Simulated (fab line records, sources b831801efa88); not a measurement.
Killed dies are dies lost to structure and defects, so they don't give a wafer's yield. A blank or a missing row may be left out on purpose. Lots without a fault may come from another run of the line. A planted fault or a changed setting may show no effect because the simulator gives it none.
Which tool did it? | flow sfq_line | 14 lots, 42 wafers sampled, at 4 steps of a route of 325

WHAT THE GAUGES READ, wafer by wafer
The record holds no reading of a measuring or inspecting step that can be judged against a usual standard deviation.

WHICH TOOL RAN EACH LOT (tool, then ch and the chambers of the sampled wafers, then the start)
lot  | SFQ_TRILAYER_R5_DEP_SPUTTER_133 | SFQ_TRILAYER_C5_ETCH_VIA_ETCH_154  | SFQ_TRILAYER_I6_DEP_PECVD_165   | SFQ_TRILAYER_I6_VIA_BARC_OPEN_VIA_ETCH_235
L485 | pvd_sputter-03, day 56 03:05    | rie_diel-01 ch 1,2,3, day 71 17:46 | pecvd-04 ch 0,1,2, day 71 22:10 | rie_diel-02 ch 0,2, day 76 06:56
L486 | pvd_sputter-04, day 57 06:56    | rie_diel-01 ch 1,2, day 72 03:23   | pecvd-03 ch 0,1,2, day 72 07:47 | rie_diel-02 ch 0,1,2, day 76 15:44
L487 | pvd_sputter-04, day 57 08:44    | rie_diel-04 ch 1,2,3, day 72 06:58 | pecvd-01 ch 0,1,2, day 72 11:20 | rie_diel-03 ch 0,1,2, day 76 19:20
L488 | pvd_sputter-06, day 57 09:56    | rie_diel-01 ch 1,2,3, day 72 08:10 | pecvd-04 ch 1,2, day 72 12:48   | rie_diel-04 ch 0,2,3, day 77 00:14
L489 | pvd_sputter-04, day 57 20:40    | rie_diel-04 ch 0,2,3, day 72 10:34 | pecvd-03 ch 1,2, day 72 14:56   | rie_diel-02 ch 0,1,3, day 77 01:26
L490 | pvd_sputter-06, day 63 07:56    | rie_diel-01 ch 1,2,3, day 72 20:10 | pecvd-03 ch 0,1, day 77 03:24   | rie_diel-04 ch 0,1, day 77 11:07
L492 | pvd_sputter-06, day 64 01:56    | rie_diel-01 ch 1,3, day 73 09:15   | pecvd-04 ch 0,1,2, day 77 17:48 | rie_diel-04 ch 2,3, day 78 00:29
L493 | pvd_sputter-06, day 64 12:43    | rie_diel-04 ch 0,1,2, day 73 14:03 | pecvd-03 ch 1,2, day 77 21:35   | rie_diel-02 ch 1,2, day 78 05:53
L494 | pvd_sputter-06, day 64 19:56    | rie_diel-02 ch 1,2,3, day 74 02:03 | pecvd-04 ch 0,1,2, day 78 10:36 | rie_diel-04 ch 0,3, day 78 17:32
L497 | pvd_sputter-04, day 66 03:40    | rie_diel-02 ch 0,3, day 74 09:23   | pecvd-01 ch 1,2, day 78 18:35   | rie_diel-04 ch 2,3, day 82 13:05
L498 | pvd_sputter-04, day 66 09:40    | rie_diel-01 ch 1,3, day 74 12:59   | pecvd-04 ch 0,1, day 78 20:59   | rie_diel-03 ch 0,2, day 82 14:17
L499 | pvd_sputter-06, day 66 12:41    | rie_diel-04 ch 1,3, day 76 13:59   | pecvd-04 ch 0,1,2, day 79 10:36 | rie_diel-04 ch 1,2, day 83 09:29
L505 | pvd_sputter-06, day 71 21:52    | rie_diel-02 ch 0,1,3, day 80 04:06 | pecvd-03 ch 0,1, day 80 11:07   | rie_diel-03 ch 2,3, day 84 17:17
L507 | pvd_sputter-04, day 72 04:28    | rie_diel-04 ch 0,1,3, day 80 11:24 | pecvd-01 ch 0,1, day 80 17:07   | rie_diel-04 ch 0,2,3, day 84 20:53
- SFQ_TRILAYER_R5_DEP_SPUTTER_133: material MoNx, target thk 40 nm, time 66.7 s.
- SFQ_TRILAYER_C5_ETCH_VIA_ETCH_154: etches SiO2 in CHF3, stops on Nb, target depth 84 nm.
- SFQ_TRILAYER_I6_DEP_PECVD_165: deposits SiO2 from SiH4/N2O, time 111.11 s, target thk 500 nm.
- SFQ_TRILAYER_I6_VIA_BARC_OPEN_VIA_ETCH_235: etches BARC in O2, target depth 125 nm, time 41.7 s.

WHAT THE TOOLS THEMSELVES READ (means of the sampled wafers that have a number; where no wafer has one, the mark that the record gives instead)
SFQ_TRILAYER_R5_DEP_SPUTTER_133. Usual: throttle_valve_pct 29.9 %, standard deviation 1.1.
lot  | tool           | throttle_valve_pct (%) | flag
L485 | pvd_sputter-03 | 30.0                   |
L486 | pvd_sputter-04 | 30.6                   |
L487 | pvd_sputter-04 | 30.7                   |
L488 | pvd_sputter-06 | 30.0                   |
L489 | pvd_sputter-04 | 30.9                   |
L490 | pvd_sputter-06 | 30.2                   |
L492 | pvd_sputter-06 | 29.4                   |
L493 | pvd_sputter-06 | 29.4                   |
L494 | pvd_sputter-06 | 30.1                   |
L497 | pvd_sputter-04 | 30.3                   |
L498 | pvd_sputter-04 | 30.9                   |
L499 | pvd_sputter-06 | 30.0                   |
L505 | pvd_sputter-06 | 29.4                   |
L507 | pvd_sputter-04 | 30.3                   |

SFQ_TRILAYER_C5_ETCH_VIA_ETCH_154. Usual: bias_w 80.01 W, standard deviation 0.25; drypump_motor_current_A 5.9 A, standard deviation 0.34; oes_product_au 0.892 a.u., standard deviation 0.0084.
lot  | tool        | bias_w (W) | drypump_motor_current_A (A) | oes_product_au (a.u.) | flag
L485 | rie_diel-01 | 79.80      | 6.1                         | 0.898                 |
L486 | rie_diel-01 | 80.28      | 6.0                         | 0.891                 |
L487 | rie_diel-04 | 79.82      | 5.8                         | 0.887                 |
L488 | rie_diel-01 | 79.78      | 6.0                         | 0.891                 |
L489 | rie_diel-04 | 80.07      | 5.8                         | 0.893                 |
L490 | rie_diel-01 | 80.08      | 6.0                         | 0.890                 |
L492 | rie_diel-01 | 80.20      | 6.1                         | 0.889                 |
L493 | rie_diel-04 | 80.26      | 6.0                         | 0.891                 |
L494 | rie_diel-02 | 80.01      | 6.1                         | 0.894                 |
L497 | rie_diel-02 | 80.04      | 5.4                         | 0.895                 |
L498 | rie_diel-01 | 80.32      | 6.1                         | 0.902                 |
L499 | rie_diel-04 | 80.01      | 5.6                         | 0.887                 |
L505 | rie_diel-02 | 80.13      | 5.6                         | 0.900                 |
L507 | rie_diel-04 | 79.96      | 5.8                         | 0.895                 |

SFQ_TRILAYER_I6_DEP_PECVD_165. Usual: chamber_pressure_Torr 2.400 Torr, standard deviation 0.0058; heater_power_w 86 W, standard deviation 15; run_length_s 139.2 s, standard deviation 0.51; susceptor_temp_C 150.00 C, standard deviation 0.16; throttle_valve_pct 25.1 %, standard deviation 1.3.
lot  | tool     | chamber_pressure_Torr (Torr) | heater_power_w (W) | run_length_s (s) | susceptor_temp_C (C) | throttle_valve_pct (%) | flag
L485 | pecvd-04 | 2.404                        | 90                 | 138.9            | 149.84               | 26.1                   |
L486 | pecvd-03 | 2.400                        | 93                 | 139.5            | 150.08               | 23.9                   |
L487 | pecvd-01 | 2.404                        | 68                 | 139.6            | 149.95               | 23.7                   |
L488 | pecvd-04 | 2.400                        | 91                 | 138.8            | 150.12               | 26.6                   |
L489 | pecvd-03 | 2.406                        | 95                 | 139.5            | 149.84               | 23.7                   |
L490 | pecvd-03 | 2.393                        | 80                 | 139.4            | 150.02               | 23.9                   |
L492 | pecvd-04 | 2.397                        | 87                 | 138.8            | 149.97               | 26.3                   |
L493 | pecvd-03 | 2.399                        | 84                 | 139.6            | 149.92               | 24.0                   |
L494 | pecvd-04 | 2.406                        | 90                 | 139.1            | 149.93               | 26.0                   |
L497 | pecvd-01 | 2.401                        | 61                 | 139.5            | 149.96               | 23.5                   |
L498 | pecvd-04 | 2.396                        | 92                 | 137.2            | 149.96               | 25.9                   | OFF
L499 | pecvd-04 | 2.405                        | 89                 | 137.2            | 149.96               | 26.2                   | OFF
L505 | pecvd-03 | 2.405                        | 89                 | 139.0            | 149.93               | 24.2                   |
L507 | pecvd-01 | 2.401                        | 62                 | 140.3            | 149.94               | 25.2                   |

SFQ_TRILAYER_I6_VIA_BARC_OPEN_VIA_ETCH_235. Usual: bias_w 80.00 W, standard deviation 0.24; drypump_motor_current_A 5.8 A, standard deviation 0.42; oes_product_au 0.683 a.u., standard deviation 0.0042.
lot  | tool        | bias_w (W) | drypump_motor_current_A (A) | oes_product_au (a.u.) | flag
L485 | rie_diel-02 | 80.15      | 6.0                         | 0.682                 |
L486 | rie_diel-02 | 80.07      | 5.8                         | 0.680                 |
L487 | rie_diel-03 | 79.82      | 6.0                         | 0.685                 |
L488 | rie_diel-04 | 80.10      | 5.8                         | 0.686                 |
L489 | rie_diel-02 | 80.10      | 5.6                         | 0.682                 |
L490 | rie_diel-04 | 79.78      | 6.0                         | 0.685                 |
L492 | rie_diel-04 | 80.16      | 5.8                         | 0.682                 |
L493 | rie_diel-02 | 79.88      | 6.0                         | 0.680                 |
L494 | rie_diel-04 | 80.03      | 5.6                         | 0.683                 |
L497 | rie_diel-04 | 79.99      | 5.5                         | 0.680                 |
L498 | rie_diel-03 | 79.91      | 6.1                         | 0.688                 |
L499 | rie_diel-04 | 79.82      | 6.0                         | 0.684                 |
L505 | rie_diel-03 | 79.90      | 5.6                         | 0.683                 |
L507 | rie_diel-04 | 80.14      | 5.8                         | 0.679                 |

THE ANSWER, worked out from the rows above alone
Rule: a lot is off if the mean of its wafers that have a number lies more than 3 standard deviations from the usual mean. A lot without any number at a reading at which 4 lots or more have one is off too. The other lots that the step has rows for count as sound. The gauges are gone through in route order, then the tools' own readings, and for those a lot's mean is taken as printed above. The first step at which some lot is off is used, and at that step the reading that is off furthest; a lot without a number counts as furthest.
Off: L498, L499, at SFQ_TRILAYER_I6_DEP_PECVD_165 (run_length_s).
A tool fits if, at that step or a process step before it, it ran every lot that is off, and no sound lot after the first of them. One fits: pecvd-04 at SFQ_TRILAYER_I6_DEP_PECVD_165. Its last sound lot is L494 (day 78 10:36), its first lot that is off L498 (day 78 20:59): a fault that began between those two fits.
The tool's own readings at SFQ_TRILAYER_I6_DEP_PECVD_165 bear it out: on the lots that are off they differ by more than 5 times the standard deviation of the sound lots' means. run_length_s reads 137.2 s there against 139.3 s on the sound lots.

WHAT THE SIMULATOR HAD PUT IN
Process parameter drift: pecvd-04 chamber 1, from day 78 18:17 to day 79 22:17, at SFQ_TRILAYER_I6_DEP_PECVD_165. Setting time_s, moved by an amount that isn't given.
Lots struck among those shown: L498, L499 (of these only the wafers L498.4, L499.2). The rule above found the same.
